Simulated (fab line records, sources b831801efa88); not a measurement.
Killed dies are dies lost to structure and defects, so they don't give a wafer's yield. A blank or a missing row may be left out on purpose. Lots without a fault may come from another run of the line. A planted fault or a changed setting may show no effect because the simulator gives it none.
A struck lot beside a sound one | flow sky130 | 43 steps out of a route of 708
Sound: wafers L841.2, L841.3, L841.5. Struck: wafer L850.1. (L850.4, L850.5 of the same lot were not struck and are left out.) The cause comes at the end.
At each step with rows: each side's tool, then ch and its chambers, then its first start. Under that, the readings that differ: sound wafers | struck wafers | difference of the means | sigmas: that difference in standard deviations of wafers without a fault.
alike: readings whose means differ by less than 2 such deviations, and words and numbers that are the same on both sides. not compared: withheld readings, readings that some wafer has no value for, bounds like >300 that may hide the same value, and numbers for which the record gives no deviation and whose values overlap.
The two part at a step that has a row with sigmas, a row that says differs or no value, or rows on one side only. Numbers that don't overlap but have no deviation are shown without sigmas and don't part them. A reading that every wafer of one side lacks parts them only if that side has two wafers or more.

first, 6 steps without rows for these wafers: SKY_DNWELL_COAT_02 (resist thk 3000 nm); SKY_DNWELL_SOFTBAKE_03; SKY_DNWELL_EXPOSE_04 (exposes mask DNM, target cd 3000 nm); SKY_DNWELL_PEB_05; SKY_DNWELL_DEVELOP_06 (develop time 60 s); SKY_DNWELL_IMPLANT_07.
SKY_DNWELL_STRIP_08: strips in O2/N2.
  sound on plasma_asher-02 ch 0,1, day 3 17:09; struck on plasma_asher-04 ch 0, day 5 12:36
  reading                     | sound       | struck | difference | sigmas
  drypump_motor_current_A (A) | 4.7 5.2 4.8 | 6.2    | +1.3       | +2
  alike: oes_product_au, strip_time_to_endpoint_s
  not compared: rf_hours_counter_h
SKY_DNWELL_TW_MEAS_09:
  sound on film_metro-01, day 3 17:16; struck on film_metro-03, day 5 12:42
  alike: DNWELL_TW
then, 4 steps without rows for these wafers: SKY_PWDE_DEHYDRATE_00 (time 60 s); SKY_PWDE_HMDS_01 (prime time 60 s); SKY_PWDE_COAT_02 (resist thk 3000 nm); SKY_PWDE_SOFTBAKE_03.
SKY_PWDE_EXPOSE_04: exposes mask PWDEM, target cd 840 nm.
  sound on iline_stepper-01 ch 0, day 4 01:11; struck on iline_stepper-02 ch 0, day 5 21:43
  alike: mask
then, 2 steps without rows for these wafers: SKY_PWDE_PEB_05; SKY_PWDE_DEVELOP_06 (develop time 60 s).
SKY_PWDE_OVL_MEAS_07:
  sound on overlay-02, day 4 08:41; struck on overlay-01, day 6 07:19
  alike: PWDE_OVL
then, 1 step without rows for these wafers: SKY_PWDE_IMPLANT_08.
SKY_PWDE_STRIP_09: strips in O2/N2.
  sound on plasma_asher-04 ch 1, day 4 08:52; struck on plasma_asher-01 ch 1, day 6 07:38
  alike: drypump_motor_current_A, oes_product_au, strip_time_to_endpoint_s
  not compared: rf_hours_counter_h
SKY_PWDE_TW_MEAS_10:
  sound on film_metro-03, day 4 08:59; struck on film_metro-01, day 6 07:44
  alike: PWDE_TW
then, 7 steps without rows for these wafers: SKY_NWELL_DEHYDRATE_03 (time 60 s); SKY_NWELL_HMDS_04 (prime time 60 s); SKY_NWELL_COAT_05 (resist thk 3000 nm); SKY_NWELL_SOFTBAKE_06; SKY_NWELL_EXPOSE_07 (exposes mask NWM, target cd 840 nm); SKY_NWELL_PEB_08; SKY_NWELL_DEVELOP_09 (develop time 60 s).
SKY_NWELL_OVL_MEAS_10:
  sound on overlay-01, day 5 01:59; struck on overlay-02, day 7 02:47
  alike: NWELL_00_OVL
then, 3 steps without rows for these wafers: SKY_NWELL_IMPLANT_11; SKY_NWELL_IMPLANT_12; SKY_NWELL_IMPLANT_13.
SKY_NWELL_STRIP_14: strips in O2/N2.
  sound on plasma_asher-02 ch 0,1, day 5 02:28; struck on plasma_asher-02 ch 0, day 7 03:16
  reading                      | sound             | struck | difference | sigmas
  strip_time_to_endpoint_s (s) | 37.09 37.12 37.01 | 36.76  | -0.31      | -3
  alike: drypump_motor_current_A, oes_product_au
  not compared: rf_hours_counter_h
SKY_NWELL_TW_MEAS_15:
  sound on film_metro-01, day 5 02:34; struck on film_metro-04, day 7 03:22
  alike: NWELL_TW
then, 7 steps without rows for these wafers: SKY_NWELL_DEHYDRATE_16 (time 60 s); SKY_NWELL_HMDS_17 (prime time 60 s); SKY_NWELL_COAT_18 (resist thk 3000 nm); SKY_NWELL_SOFTBAKE_19; SKY_NWELL_EXPOSE_20 (exposes mask NWM COMPLEMENT, target cd 840 nm); SKY_NWELL_PEB_21; SKY_NWELL_DEVELOP_22 (develop time 60 s).
SKY_NWELL_OVL_MEAS_23:
  sound on overlay-01, day 5 20:44; struck on overlay-01, day 7 23:01
  alike: NWELL_01_OVL
then, 1 step without rows for these wafers: SKY_NWELL_IMPLANT_24.
SKY_NWELL_STRIP_25: strips in O2/N2.
  sound on plasma_asher-04 ch 0,1, day 5 20:55; struck on plasma_asher-04 ch 0, day 7 23:13
  alike: drypump_motor_current_A, oes_product_au, strip_time_to_endpoint_s
  not compared: rf_hours_counter_h
-- the record jumps here: 41 days lie between the struck wafers' starts before and after (it left off in module NWELL and takes up again in module PAD_OPEN, whose first step shown is number 708 of the route) --
SKY_PAD_OPEN_PROBE_99:
  sound on prober-01, day 46 05:18; struck on prober-01, day 48 23:19
  reading                                   | sound             | struck | difference | sigmas
  killed_short                              | 36 55 39          | 26     | -17        | -3
  model.etest.res_p_drift_20v.width_nm (nm) | 828.1 827.7 828.9 | 851.3  | +23.1      |
  alike: killed_at_M0_to_M3, killed_at_M4_up, killed_at_contacts, killed_at_front_end, killed_at_other, killed_dies, killed_open

WHERE THEY PART
First at SKY_DNWELL_STRIP_08; last, within this record, at SKY_PAD_OPEN_PROBE_99.

WHY: what the simulator had put in
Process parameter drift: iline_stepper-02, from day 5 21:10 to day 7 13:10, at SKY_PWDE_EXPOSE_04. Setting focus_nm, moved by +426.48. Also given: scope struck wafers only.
